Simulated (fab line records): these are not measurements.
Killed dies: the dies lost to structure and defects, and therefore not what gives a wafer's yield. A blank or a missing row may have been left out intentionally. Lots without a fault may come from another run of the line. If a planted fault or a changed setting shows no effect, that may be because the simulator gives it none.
fab line records	flow sky130
[record] lots = 15	wafers = 45	last-day = 50
route steps=708 shown SD_N@356
lots untouched by any fault: they come from a run of this same line in which no faults occurred
start-h: the number of hours between the record's first day and the start of the first shown wafer of the lot	wait-h: hours elapsed since this lot's preceding step	" unchanged from the row above	L1.1+2: several wafers, shown together as one row	- value missing, or start not given	* or withheld: withheld	< > ~ a bound
route shown NAME@n: a module of which the file shows steps, and the number in the route of the first	usual: mean/standard deviation taken from wafers without a fault	same: alike in all rows	chamber/n: place in a boat	sites: each site's reading	_std_site: standard deviation across them	_edge_site: outer sites' mean less inner sites'	radius-mm: for every site, how far away it sits from the centre of the wafer	mask NAME#n: copy n	behind: tool/chamber where the wafer was last shaped	hold: the reason the lot was held/the length of the hold in hours/how it ended	device: transistor that didn't switch, given as n, p or np	end of line: the tests these same wafers got at the end of their route	for a step that has no rows: nothing shown but its recipe	killed: dies lost to structure and defects at the first sort, not the wafer's yield	map: per-die view of a wafer (x killed, . not killed, _ where there is no die)
set.NAME: the setting as run; set.NAME@STEP: as run at that earlier step	model.NAME: the simulator's own value behind a step, which no gauge read
steps of the route over a sample of lots; a table a step, a row a wafer
[[steps]]
[step SKY_SD_N_RTA_14]
[recipe] temp-c = 1075	time-s = 2	idle-temp-c = 650	ramp-up-c-per-s = 150	ramp-down-c-per-s = 90	ambient = N2
[usual] anneal-temp-c-max = 1078.9/0.82	chamber-o2-ppm = 1.997/0.024	lamp-power-pct = 15.74/0.051	ramp-down-c-per-s = 90.002/0.016	ramp-up-c-per-s = 150.00/0.03	wafer_temp_C_max = 1077.9/1.1
lot.wafer	tool	chamber	start-h	wait-h	anneal-temp-c-max	chamber-o2-ppm	lamp-power-pct	ramp-down-c-per-s	ramp-up-c-per-s	wafer_temp_C_max
L237.1	rtp-anneal-02	0	650.11	0.0	1079.9	1.996	15.65	89.990	149.97	1081.1
L237.3	"	0	"	"	1078.2	2.006	15.80	90.018	150.03	1076.4
L237.6	"	0	"	"	1077.5	1.995	15.72	90.001	150.04	1077.4
L238.2	rtp-anneal-01	0	658.42	0.0	1079.6	1.971	15.70	90.002	149.98	1076.8
L238.3	"	0	"	"	1078.7	2.007	15.77	89.996	149.98	1077.1
L238.4	"	0	"	"	1078.2	1.991	15.73	89.987	149.97	1078.2
L239.1	rtp-anneal-02	0	666.75	0.0	1077.9	1.998	15.73	90.014	149.94	1076.1
L239.2	"	0	"	"	1078.6	1.960	15.67	89.984	149.97	1077.3
L239.3	"	0	"	"	1078.1	1.999	15.83	90.025	149.94	1078.7
L242.1	rtp-anneal-01	0	687.60	0.0	1079.2	1.980	15.73	90.001	150.01	1077.7
L242.2	"	0	"	"	1080.2	1.978	15.84	89.972	150.00	1078.9
L242.4	"	0	"	"	1079.4	1.996	15.68	90.027	150.02	1078.3
L243.3	rtp-anneal-02	0	692.18	0.0	1079.6	1.995	15.74	36.010	150.01	1077.9
L243.4	"	0	"	"	1079.7	2.002	15.70	35.971	149.97	1079.3
L243.5	"	0	"	"	1078.9	2.006	15.81	35.988	150.03	1080.2
L244.3	rtp-anneal-01	0	721.32	0.0	1081.9	2.045	15.67	90.014	150.02	1078.1
L244.5	"	0	"	"	1079.7	2.026	15.83	90.018	150.02	1077.3
L244.6	"	0	"	"	1080.1	2.043	15.77	90.005	149.98	1079.6
L245.2	rtp-anneal-02	0	723.82	0.0	1077.9	2.016	15.76	35.992	149.97	1079.3
L245.5	"	0	"	"	1078.3	1.994	15.75	36.002	149.95	1076.7
L245.6	"	0	"	"	1078.2	2.027	15.74	35.995	149.98	1078.5
L248.3	rtp-anneal-02	0	732.92	0.0	1078.8	1.981	15.74	36.012	149.96	1077.6
L248.4	"	0	"	"	1079.8	1.974	15.73	36.037	150.01	1076.4
L248.5	"	0	"	"	1079.0	1.985	15.76	35.981	150.00	1077.9
L250.3	rtp-anneal-01	0	748.17	0.0	1080.1	1.982	15.63	90.008	149.98	1077.3
L250.5	"	0	"	"	1079.1	1.998	15.79	90.016	150.00	1078.8
L250.6	"	0	"	"	1078.6	1.997	15.76	90.018	150.00	1074.7
L252.1	rtp-anneal-01	0	768.45	0.0	1078.7	1.990	15.73	89.981	149.99	1079.1
L252.4	"	0	"	"	1077.8	1.990	15.70	89.997	150.00	1077.7
L252.6	"	0	"	"	1078.9	2.014	15.74	90.013	150.02	1077.1
L254.1	rtp-anneal-01	0	779.85	0.0	1078.8	2.013	15.70	90.020	150.04	1077.2
L254.5	"	0	"	"	1079.4	2.011	15.74	90.024	150.04	1078.5
L254.6	"	0	"	"	1079.2	2.027	15.86	89.976	150.00	1077.5
L255.4	rtp-anneal-02	0	783.23	0.0	1079.1	2.002	15.76	89.995	149.99	1077.9
L255.5	"	0	"	"	1078.9	2.010	15.84	90.012	150.03	1078.5
L255.6	"	0	"	"	1078.8	1.982	15.72	89.993	150.03	1078.9
L257.1	rtp-anneal-02	0	801.06	0.0	1080.1	1.979	15.68	90.002	150.06	1078.4
L257.2	"	0	"	"	1078.1	2.009	15.71	89.971	149.97	1077.8
L257.5	"	0	"	"	1079.8	2.010	15.68	90.008	149.97	1076.8
L258.3	rtp-anneal-01	0	809.26	0.0	1078.2	2.008	15.77	90.004	150.00	1078.7
L258.4	"	0	"	"	1079.2	2.019	15.70	90.020	150.03	1077.4
L258.6	"	0	"	"	1079.2	2.043	15.74	90.003	150.00	1076.5
L259.2	rtp-anneal-02	0	825.86	0.0	1078.3	1.964	15.70	89.995	150.04	1078.7
L259.3	"	0	"	"	1080.7	1.993	15.76	90.018	150.03	1079.0
L259.5	"	0	"	"	1079.6	1.990	15.69	89.983	149.98	1077.8
[[key]]
[first-sign] step = SKY_SD_N_RTA_14	reading = ramp-down-c-per-s	direction = down	sigmas = 99+	usual = 90.002	struck = 35.999
effect none on later readings
met-at SKY_SD_N_RTA_14
struck-lots L243,L245,L248
tester-left-out L243,L245,L248
onset-between 666.75 692.18
[fault] kind = process-parameter-drift	tool = rtp-anneal-02	chamber = -	onset-h = 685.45	steps = SKY_SD_N_RTA_14	channel = ramp-down-c-per-s	offset = -54	shape = step	end-h = 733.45	acts-in = these-recipes-only	stated = 90
// tester-left-out: of these lots the tester's yield and bins aren't shown, on N5 and GAA mostly nor the transistor test; their killed dies are dies lost to structure and defects alone, not to doping, threshold or leakage, so they don't give the yield
